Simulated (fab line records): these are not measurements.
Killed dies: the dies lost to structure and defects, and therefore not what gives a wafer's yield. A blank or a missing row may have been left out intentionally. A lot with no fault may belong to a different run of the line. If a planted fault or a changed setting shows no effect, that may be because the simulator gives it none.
Matching of chambers -- flow sfqLine -- 4 sister chambers for SFQ_TRILAYER_I3_VIA_BARC_OPEN_VIA_ETCH_121 on rieDiel-03
The step etches BARC in O2, target depth 125 nm, time 41.7 s. 4 wafers are shown with their chamber, then 7 later ones without.

WAFERS PAIRED WITH THEIR CHAMBERS
wafer,chamber,drypumpMotorCurrentA (A)
L896.1,1,6.8
L896.4,2,6.4
L902.2,3,5.8
L902.3,0,6.2

WAFERS MISSING THEIR CHAMBER
wafer,drypumpMotorCurrentA (A)
L902.6,6.4
L904.1,5.8
L904.4,6.8
L904.5,6.8
L909.1,6.1
L909.3,6.4
L909.5,6.8

EACH ONE'S CHAMBER
wafer,from the rows above,in truth
L902.6,2,2
L904.1,3,3
L904.4,1,1
L904.5,1,1
L909.1,0,0
L909.3,2,2
L909.5,1,1
7 of 7 placed correctly. Left unplaced by these rows: 0. Number placed wrongly: 0.
How it was worked out, from the rows above alone: a wafer's distance from a chamber is the root of the sum, over the readings, of the square of ((its reading less the chamber's mean) divided by the reading's scatter). The wafer belongs to the nearest chamber; if the next one is less than 2 further off, it can't be placed. The mean given for a chamber averages the wafers shown for that chamber. The scatter (one wafer shown for each chamber): square how far every hidden wafer sits from the nearest shown wafer, average those squares and take the square root.
